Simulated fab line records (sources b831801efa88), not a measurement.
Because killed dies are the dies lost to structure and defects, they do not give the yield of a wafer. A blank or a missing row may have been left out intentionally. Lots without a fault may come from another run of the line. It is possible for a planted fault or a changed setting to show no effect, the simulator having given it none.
Which of the tools did it?    flow sky130    12 lots, 36 wafers sampled, at 2 steps of a route of 708

== WHAT EACH GAUGE READ, for each wafer ==
SKY_VT_ADJUST_HVTP_OVL_MEAS_08.
lot   measured      on          VT_ADJUST_HVTP_OVL (nm)
L075  day 6 11:30   overlay-02  0.1 -1.5 -1.2
L077  day 6 20:20   overlay-02  -1.1 -0.9 -0.6
L079  day 7 10:49   overlay-01  0.0 1.0 1.6
L081  day 7 19:26   overlay-01  2.6 3.3 3.4
L083  day 8 12:34   overlay-02  -1.7 -2.3 -1.3
L085  day 9 00:56   overlay-01  0.4 -0.4 1.1
L087  day 9 15:02   overlay-02  0.4 0.3 2.1
L089  day 10 00:44  overlay-01  0.2 1.7 0.7
L091  day 10 09:58  overlay-01  3.0 -0.9 -0.6
L093  day 10 20:29  overlay-01  0.9 0.3 2.8
L095  day 11 11:32  overlay-01  -1.6 -0.5 -0.9
L097  day 12 00:49  overlay-01  0.1 0.3 0.0

== EACH LOT AND THE TOOL THAT RAN IT (in order: tool; ch and the chambers of the sampled wafers; start) ==
lot   SKY_NWELL_STRIP_14
L075  plasma_asher-01 ch 0,1, day 4 22:50
L077  plasma_asher-01 ch 0,1, day 5 06:34
L079  plasma_asher-04 ch 0,1, day 5 19:50
L081  plasma_asher-04 ch 0,1, day 6 03:40
L083  plasma_asher-02 ch 0,1, day 6 20:26
L085  plasma_asher-04 ch 0,1, day 7 08:07
L087  plasma_asher-04 ch 0,1, day 7 22:26
L089  plasma_asher-01 ch 0,1, day 8 07:12
L091  plasma_asher-04 ch 0,1, day 8 15:05
L093  plasma_asher-02 ch 0,1, day 9 00:57
L095  plasma_asher-01 ch 0,1, day 9 13:02
L097  plasma_asher-02 ch 0,1, day 10 02:30
- SKY_NWELL_STRIP_14: strips in O2/N2.

== THE ANSWER, worked out from the rows above alone ==
Rule: the lots themselves supply what counts as usual. The widest of any qualifying gaps counts: lots, ordered by their means at a reading, are off when they make up no more than a third of the lots, leave a main group of 4 or more, and stand apart from it by 3 or more times the standard deviation of that group's means. A main group whose means are all the same, to the digits that the tables above print for the reading, isn't used. A lot without any number at a reading at which 4 lots or more have one is off too. Any other lot the step has rows for is counted as sound.
No lot is off at any reading shown: from this, nothing can be told.

== WHAT THE SIMULATOR HAD INSERTED ==
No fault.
